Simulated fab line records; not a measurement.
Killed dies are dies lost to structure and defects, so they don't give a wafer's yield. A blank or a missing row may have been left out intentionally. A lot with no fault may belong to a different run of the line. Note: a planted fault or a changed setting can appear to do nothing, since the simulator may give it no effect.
2 desks, one fault | flow gf180mcu | what lay behind the numbers comes last; until then each desk has only its own

## THE METROLOGY DESK
Means of the sampled wafers that have a number, per lot and without regard to the tool the lot ran on: this is what the gauges read. Any lot whose mean is over 4 standard deviations away from the usual mean is out of limits and marked OUT; that distance is given in the brackets.
Columns: A = MIM_CVD_05_THK at GF_MIM_THK_MEAS_06, usual 42.1 nm
lot  | first seen here | A
L115 | day 24 10:48    | 42.1
L116 | day 24 16:24    | 41.7
L117 | day 25 04:53    | 42.0
L118 | day 25 15:13    | 42.6
L119 | day 26 03:59    | 42.5
L121 | day 26 16:01    | 42.4
L122 | day 27 03:09    | 42.3
L123 | day 27 06:58    | 41.6
L124 | day 27 11:31    | 42.5
L125 | day 27 18:07    | 42.1
L126 | day 28 06:11    | 42.0
L128 | day 28 18:25    | 41.5
L130 | day 29 11:17    | 41.6
L135 | day 30 18:11    | 42.1
This desk's finding: nothing out of limits on any of the 14 lots.

## DESK OF THE TOOL OWNER: pvd-sputter-01
At GF_MIM_SPUTTER_01 (material TiN, target thk 30 nm, time 25 s) the tool's own readings: per lot run on this tool, the mean of the sampled wafers that have a number. Any lot whose mean is over 4 standard deviations away from the usual mean is out of limits and marked OUT; that distance is given in the brackets.
Columns: A = throttle-valve-pct at GF_MIM_SPUTTER_01, usual 30.2 %
lot  | first seen here | A
L116 | day 24 16:15    | 29.9
L118 | day 25 15:02    | 29.9
L123 | day 27 06:47    | 29.7
L124 | day 27 11:21    | 30.5
L126 | day 28 05:59    | 30.2
L130 | day 29 11:08    | 30.4
L135 | day 30 18:01    | 30.4
This desk's finding: nothing out of limits on any of the 7 lots.

## BROUGHT TOGETHER
The metrology desk saw nothing out of limits.
Nothing out of limits was seen by the tool owner's desk.

## WHAT THE SIMULATOR PUT IN
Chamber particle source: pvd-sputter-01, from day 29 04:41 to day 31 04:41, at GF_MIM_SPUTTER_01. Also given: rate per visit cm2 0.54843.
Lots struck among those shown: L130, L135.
